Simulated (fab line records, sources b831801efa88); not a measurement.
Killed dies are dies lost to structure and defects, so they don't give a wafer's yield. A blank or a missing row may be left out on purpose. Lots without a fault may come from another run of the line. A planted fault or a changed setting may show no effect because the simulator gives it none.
Chamber matching | flow gf180mcu | GF_V3_ETCH_16 on rie_diel-03: 4 sister chambers
The step etches BARC in N2/H2. 8 wafers are shown with their chamber, then 10 later ones without.

WAFERS WITH THEIR CHAMBER
wafer  | chamber | drypump_motor_current_A (A) | oes_product_au (a.u.)
L082.1 | 3       | 5.1                         | 0.854
L082.6 | 1       | 6.3                         | 0.853
L085.4 | 3       | 5.1                         | 0.844
L085.6 | 1       | 6.3                         | 0.858
L088.4 | 2       | 5.9                         | 0.856
L088.6 | 0       | 5.1                         | 0.856
L090.1 | 0       | 5.2                         | 0.856
L090.3 | 2       | 5.9                         | 0.852

WAFERS WITHOUT THEIR CHAMBER
wafer  | drypump_motor_current_A (A) | oes_product_au (a.u.)
L090.6 | 6.3                         | 0.853
L093.3 | 5.2                         | 0.856
L093.5 | 6.2                         | 0.858
L093.6 | 5.9                         | 0.862
L094.4 | 6.3                         | 0.846
L094.5 | 5.1                         | 0.850
L094.6 | 6.0                         | 0.863
L096.1 | 6.0                         | 0.849
L096.3 | 5.1                         | 0.846
L096.6 | 5.2                         | 0.840

WHICH CHAMBER EACH WENT THROUGH
wafer  | from the rows above     | in truth
L090.6 | 1                       | 1
L093.3 | can't be placed: 0 or 3 | 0
L093.5 | 1                       | 1
L093.6 | 2                       | 2
L094.4 | 1                       | 1
L094.5 | can't be placed: 3 or 0 | 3
L094.6 | 2                       | 2
L096.1 | 2                       | 2
L096.3 | 3                       | 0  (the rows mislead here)
L096.6 | can't be placed: 3 or 0 | 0
Placed correctly: 6 of 10. Can't be placed from these rows: 3 (the true chamber is among the candidates in 3). Placed wrongly: 1.
How it was worked out, from the rows above alone: a wafer's distance from a chamber is the root of the sum, over the readings, of the square of ((its reading less the chamber's mean) divided by the reading's scatter). The wafer belongs to the nearest chamber; if the next one is less than 2 further off, it can't be placed. A chamber's mean is the mean of its shown wafers. The scatter: the root of (the sum of the squares of (reading less its chamber's mean) over the shown wafers, divided by (wafers less chambers)).
